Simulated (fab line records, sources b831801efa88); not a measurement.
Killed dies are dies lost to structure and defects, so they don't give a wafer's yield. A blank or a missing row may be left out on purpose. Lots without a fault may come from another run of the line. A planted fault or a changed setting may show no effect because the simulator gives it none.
fab line records | flow sky130
record lots=5 wafers=15 last_day=50
route steps=708 shown LDD_P@259 LDD_HVN@267 PAD_OPEN@708
lots that met no fault: from a run of the same line without faults
start_h: hours from the record's first day to the start of the lot's first wafer shown | wait_h: hours since the lot's step before | " the same as in the row above | L1.1+2: a row that stands for several wafers | - no value, or no start given | * or withheld: withheld | < > ~ a bound
route shown NAME@n: a module of which the file shows steps, and the number in the route of the first | usual: mean/standard deviation of fault-free wafers | same: alike in all rows | chamber/n: place in a boat | sites: the reading at each site | _std_site: their standard deviation | _edge_site: outer sites' mean less inner sites' | radius_mm: how far each site lies from the wafer's centre | mask NAME#n: copy n | behind: the tool/chamber that last shaped the wafer | hold: why the lot was held/for how many hours/how that ended | device: the transistor (n, p or np) that didn't switch | end of line: the same wafers' tests at the end of the route | a step without rows: its recipe alone | killed: dies lost to structure and defects at the first sort, not the wafer's yield | map: a wafer's dies, x killed, . not, _ none there
set.NAME: the setting as run; set.NAME@STEP: as run at that earlier step | model.NAME: the simulator's own value behind a step, which no gauge read
lots at some steps of the route; a table a step, a row a wafer
services: from which hour (start_h, from the record's first day; less than 0 if before it) a tool's chamber was out of use, for how many hours, and why
## steps
# step SKY_LDD_P_EXPOSE_04
# recipe mask_id=PSDM na=0.6 source_shape=conventional sigma_outer=0.6 polarization=unpolarized target_cd_nm=380 dose_mj=138
# step SKY_LDD_P_PEB_05
# recipe temp_c=withheld time_s=* resist=NOVOLAK
# step SKY_LDD_P_DEVELOP_06
# recipe resist=NOVOLAK developer=TMAH develop_time_s=60 dev_temp_c=23
# step SKY_LDD_P_CD_MEAS_07
# recipe target_cd_nm=380
# usual cd_nm=380.2/2.6
# columns lot.wafer tool chamber start_h wait_h cd_nm
L881.3 cd_sem-02 - 454.76 0.1 378.9
L881.4 " - " " 377.3
L881.6 " - " " 377.6
L888.1 cd_sem-02 - 522.17 0.1 375.1
L888.3 " - " " 378.5
L888.6 " - " " 379.9
L893.2 cd_sem-02 - 556.69 0.1 383.2
L893.5 " - " " 382.1
L893.6 " - " " 382.8
L894.3 cd_sem-01 - 566.31 0.1 374.2
L894.4 " - " " 375.1
L894.5 " - " " 378.9
L902.1 cd_sem-02 - 627.67 0.1 379.1
L902.3 " - " " 377.9
L902.6 " - " " 376.3
# step SKY_LDD_P_OVL_MEAS_08
# usual LDD_P_OVL=-1.0/1.3
# columns lot.wafer tool chamber start_h wait_h LDD_P_OVL[nm]
L881.3 overlay-01 - 454.85 0.1 -1.3
L881.4 " - " " -1.4
L881.6 " - " " -2.9
L888.1 overlay-01 - 522.29 0.1 0.0
L888.3 " - " " 0.4
L888.6 " - " " 0.0
L893.2 overlay-01 - 556.80 0.1 -4.8
L893.5 " - " " -2.5
L893.6 " - " " -2.9
L894.3 overlay-01 - 566.40 0.1 -2.3
L894.4 " - " " -2.9
L894.5 " - " " -1.0
L902.1 overlay-01 - 627.79 0.1 0.7
L902.3 " - " " -0.6
L902.6 " - " " 0.2
# step SKY_LDD_P_IMPLANT_09
# recipe species=BF2 energy_kev=25 dose_cm2=1e+13 tilt_deg=withheld
# step SKY_LDD_P_STRIP_10
# recipe chemistry=O2/N2 power_w=1400 pressure_mtorr=1500 platen_temp_c=withheld o2_flow_sccm=3000 n2_flow_sccm=300 overash_fraction=0.5
# usual drypump_motor_current_A=5.87/0.11 oes_product_au=0.716/0.0043 strip_time_to_endpoint_s=14.20/0.039
# same overash_fraction=0.5
# columns lot.wafer tool chamber start_h wait_h drypump_motor_current_A oes_product_au rf_hours_counter_h strip_time_to_endpoint_s
L881.3 plasma_asher-01 0 455.06 0.1 5.84 0.728 - 14.23
L881.4 " 1 " " 5.93 0.719 - 14.23
L881.6 " 0 " " 5.85 0.717 - 14.25
L888.1 plasma_asher-04 1 522.47 0.1 5.99 0.714 10 14.19
L888.3 " 1 " " 5.99 0.719 - 14.20
L888.6 " 0 " " 5.79 0.721 - 14.15
L893.2 plasma_asher-02 0 556.98 0.1 5.71 0.716 46 14.23
L893.5 " 0 " " 5.73 0.717 - 14.22
L893.6 " 1 " " 5.77 0.723 - 14.19
L894.3 plasma_asher-02 0 566.61 0.1 5.74 0.709 - 14.26
L894.4 " 1 " " 5.78 0.711 - 14.24
L894.5 " 1 " " 5.78 0.717 - 14.24
L902.1 plasma_asher-04 1 627.97 0.1 6.02 0.714 21 14.20
L902.3 " 0 " " 5.81 0.714 - 14.19
L902.6 " 1 " " 6.01 0.722 - 14.17
# step SKY_LDD_P_TW_MEAS_11
# usual LDD_P_TW=645/4.2
# columns lot.wafer tool chamber start_h wait_h LDD_P_TW
L881.3 film_metro-01 - 455.15 0.1 654
L881.4 " - " " 649
L881.6 " - " " 654
L888.1 film_metro-01 - 522.57 0.1 649
L888.3 " - " " 651
L888.6 " - " " 649
L893.2 film_metro-04 - 557.09 0.1 641
L893.5 " - " " 635
L893.6 " - " " 641
L894.3 film_metro-02 - 566.70 0.1 638
L894.4 " - " " 643
L894.5 " - " " 643
L902.1 film_metro-04 - 628.07 0.1 642
L902.3 " - " " 641
L902.6 " - " " 643
# step SKY_LDD_HVN_DEHYDRATE_00
# recipe temp_c=200 time_s=60
# step SKY_LDD_HVN_HMDS_01
# recipe prime_time_s=60 prime_temp_c=120
# step SKY_LDD_HVN_COAT_02
# recipe resist=NOVOLAK spin_rpm=3000 resist_thk_nm=300
# step SKY_LDD_HVN_SOFTBAKE_03
# recipe temp_c=90 time_s=60 resist=NOVOLAK
# step SKY_LDD_HVN_EXPOSE_04
# recipe mask_id=HVNTM na=0.6 source_shape=conventional sigma_outer=0.6 polarization=unpolarized target_cd_nm=700 dose_mj=127
# columns lot.wafer tool chamber start_h wait_h mask
L881.3+4+6 iline_stepper-02 0 470.48 - HVNTM#0
L888.1+3+6 iline_stepper-01 0 537.14 - HVNTM#0
L893.2+5+6 iline_stepper-02 0 571.69 - HVNTM_R1#0
L894.3+4+5 iline_stepper-02 0 581.61 - HVNTM#0
L902.1+3+6 iline_stepper-01 0 642.65 - HVNTM#0
# step SKY_LDD_HVN_PEB_05
# recipe temp_c=withheld time_s=* resist=NOVOLAK
# step SKY_PAD_OPEN_PROBE_99
# usual killed_at_M0_to_M3=44/7.7 killed_at_M4_up=3.2/1.7 killed_at_contacts=24/5.3 killed_at_front_end=15/4.3 killed_at_other=0.3/0.57 killed_dies=87/11 killed_on_rim=17/3.8 killed_open=47/7.4 killed_short=40/6.5
# same gross_dies=492 killed_at_back_side=0
# columns lot.wafer tool chamber start_h wait_h killed_at_M0_to_M3 killed_at_M4_up killed_at_contacts killed_at_front_end killed_at_other killed_dies killed_on_rim killed_open killed_short
L881.3 prober-02 - 1090.83 0.2 54 3 19 18 1 95 13 56 39
L881.4 prober-02 - 1090.88 0.2 33 1 15 10 1 60 12 29 31
L881.6 prober-02 - 1090.98 0.2 38 4 22 17 0 81 14 40 41
L888.1 prober-01 - 1133.60 0.1 45 5 18 11 0 79 13 39 40
L888.3 prober-01 - 1133.70 0.2 52 5 24 12 0 93 14 52 41
L888.6 prober-01 - 1133.85 0.2 45 5 20 8 0 78 18 44 33
L893.2 prober-01 - 1155.81 0.1 38 4 19 17 1 79 24 46 32
L893.5 prober-01 - 1155.96 0.2 44 4 22 17 2 89 18 46 42
L893.6 prober-01 - 1156.01 0.2 48 2 26 23 1 100 18 50 50
L894.3 prober-02 - 1162.39 0.2 33 3 23 16 0 75 10 41 33
L894.4 prober-02 - 1162.44 0.2 35 5 26 20 0 86 18 50 36
L894.5 prober-02 - 1162.49 0.2 44 4 23 15 0 86 23 52 34
L902.1 prober-01 - 1194.14 0.1 33 4 24 17 2 80 12 43 36
L902.3 prober-01 - 1194.24 0.2 35 4 20 12 0 71 14 38 33
L902.6 prober-01 - 1194.39 0.2 44 1 27 12 1 85 10 40 44
# killed by level:class
L881.3 VIA2:geometric_particle:open=13 VIA1:geometric_particle:open=12 VIA3:geometric_particle:open=12 LI_CONTACT:geometric_particle:open=6 VIA3:geometric_particle:short=5 POLY_GATE:geometric_particle:short=4 POLY_GATE:geometric_particle:open=4 CONTACT:geometric_particle:short=4
L881.4 VIA1:geometric_particle:open=6 METAL2:geometric_particle:short=6 CONTACT:geometric_particle:open=5 LOCAL_INTERCONNECT:geometric_particle:short=4 METAL1:geometric_particle:short=4 VIA2:geometric_particle:open=4 VIA3:geometric_particle:short=4 VIA3:geometric_particle:open=4
L881.6 CONTACT:geometric_particle:open=9 VIA1:geometric_particle:open=9 FIELD_ISO:geometric_particle:short=7 POLY_GATE:geometric_particle:short=5 LI_CONTACT:geometric_particle:open=5 METAL2:geometric_particle:short=5 VIA3:geometric_particle:open=5 CONTACT:geometric_particle:short=4
L888.1 VIA1:geometric_particle:short=8 VIA1:geometric_particle:open=8 LI_CONTACT:geometric_particle:open=6 VIA2:geometric_particle:open=6 CONTACT:geometric_particle:open=4 LI_CONTACT:geometric_particle:short=4 VIA2:geometric_particle:short=4 VIA3:geometric_particle:open=4
L888.3 VIA2:geometric_particle:open=10 CONTACT:geometric_particle:open=9 VIA1:geometric_particle:open=9 METAL1:geometric_particle:short=8 METAL2:geometric_particle:short=7 LI_CONTACT:geometric_particle:open=6 POLY_GATE:geometric_particle:short=4 CONTACT:geometric_particle:short=4
L888.6 VIA1:geometric_particle:open=14 VIA3:geometric_particle:open=9 METAL2:geometric_particle:short=6 LI_CONTACT:geometric_particle:open=5 METAL1:geometric_particle:short=5 CONTACT:geometric_particle:open=5 VIA2:geometric_particle:open=5 CONTACT:geometric_particle:short=4
L893.2 CONTACT:geometric_particle:open=11 VIA1:geometric_particle:open=8 POLY_GATE:geometric_particle:open=7 METAL2:geometric_particle:short=7 VIA3:geometric_particle:open=5 FIELD_ISO:geometric_particle:open=4 METAL1:geometric_particle:short=4 VIA2:geometric_particle:open=4
L893.5 VIA1:geometric_particle:open=12 LI_CONTACT:geometric_particle:open=8 VIA3:geometric_particle:open=6 CONTACT:geometric_particle:open=6 FIELD_ISO:geometric_particle:short=5 FIELD_ISO:geometric_particle:open=4 POLY_GATE:geometric_particle:open=4 VIA2:geometric_particle:short=4
L893.6 VIA1:geometric_particle:open=15 CONTACT:geometric_particle:open=8 VIA1:geometric_particle:short=8 FIELD_ISO:geometric_particle:short=6 CONTACT:geometric_particle:short=5 POLY_GATE:geometric_particle:short=5 LI_CONTACT:geometric_particle:short=5 METAL1:geometric_particle:short=5
L894.3 VIA3:geometric_particle:open=7 CONTACT:geometric_particle:open=7 CONTACT:geometric_particle:short=7 VIA1:geometric_particle:open=6 FIELD_ISO:geometric_particle:open=5 LI_CONTACT:geometric_particle:open=5 VIA2:geometric_particle:open=5 FIELD_ISO:geometric_particle:short=4
L894.4 CONTACT:geometric_particle:open=10 LI_CONTACT:geometric_particle:open=8 VIA3:geometric_particle:open=7 VIA1:geometric_particle:open=6 SPACER:geometric_particle:open=5 POLY_GATE:geometric_particle:short=4 METAL1:geometric_particle:short=4 METAL2:geometric_particle:short=4
L894.5 VIA1:geometric_particle:open=12 CONTACT:geometric_particle:open=11 VIA3:geometric_particle:open=8 LI_CONTACT:geometric_particle:open=6 METAL2:geometric_particle:short=5 LI_CONTACT:geometric_particle:short=4 METAL1:geometric_particle:short=4 VIA1:geometric_particle:short=4
L902.1 CONTACT:geometric_particle:open=8 LOCAL_INTERCONNECT:geometric_particle:short=7 VIA3:geometric_particle:open=6 VIA1:geometric_particle:open=5 VIA1:geometric_particle:short=5 VIA2:geometric_particle:open=5 FIELD_ISO:geometric_particle:open=4 LI_CONTACT:geometric_particle:open=4
L902.3 VIA3:geometric_particle:open=9 CONTACT:geometric_particle:open=7 CONTACT:geometric_particle:short=5 METAL2:geometric_particle:short=5 VIA1:geometric_particle:open=5 LI_CONTACT:geometric_particle:open=4 VIA3:geometric_particle:short=4 FIELD_ISO:geometric_particle:short=3
L902.6 VIA1:geometric_particle:short=9 LI_CONTACT:geometric_particle:open=8 VIA1:geometric_particle:open=8 CONTACT:geometric_particle:short=7 VIA3:geometric_particle:open=6 POLY_GATE:geometric_particle:short=5 CONTACT:geometric_particle:open=5 POLY_GATE:geometric_particle:open=4
## services
# columns tool chamber start_h hours kind
iline_stepper-01 0 443.85 - calibration
plasma_asher-01 - 445.00 2.0 repair
iline_stepper-02 - 446.37 3.9 repair
iline_stepper-02 - 491.54 4.1 repair
iline_stepper-02 - 492.76 8.2 repair
iline_stepper-02 - 500.92 1.7 pm
iline_stepper-01 - 523.73 10.3 repair
iline_stepper-02 0 545.27 - calibration
plasma_asher-02 - 567.58 1.8 repair
iline_stepper-02 - 570.37 1.0 repair
plasma_asher-01 - 597.15 1.4 repair
## key
first_sign step=SKY_LDD_HVN_EXPOSE_04 reading=mask direction=changed
effect none on later readings
met_at SKY_LDD_HVN_EXPOSE_04
struck_wafers L893.2,L893.5,L893.6
tester_left_out L893
onset_between 470.48 571.69
fault kind=wrong_mask tool=any chamber=- onset_h=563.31 steps=SKY_LDD_HVN_EXPOSE_04 aux_copy=HVNTM_R1#0 cd_offset_nm=105 scope=struck_lots_only
# tester_left_out: of these lots the tester's yield and bins aren't shown, on N5 and GAA mostly nor the transistor test; their killed dies are dies lost to structure and defects alone, not to doping, threshold or leakage, so they don't give the yield
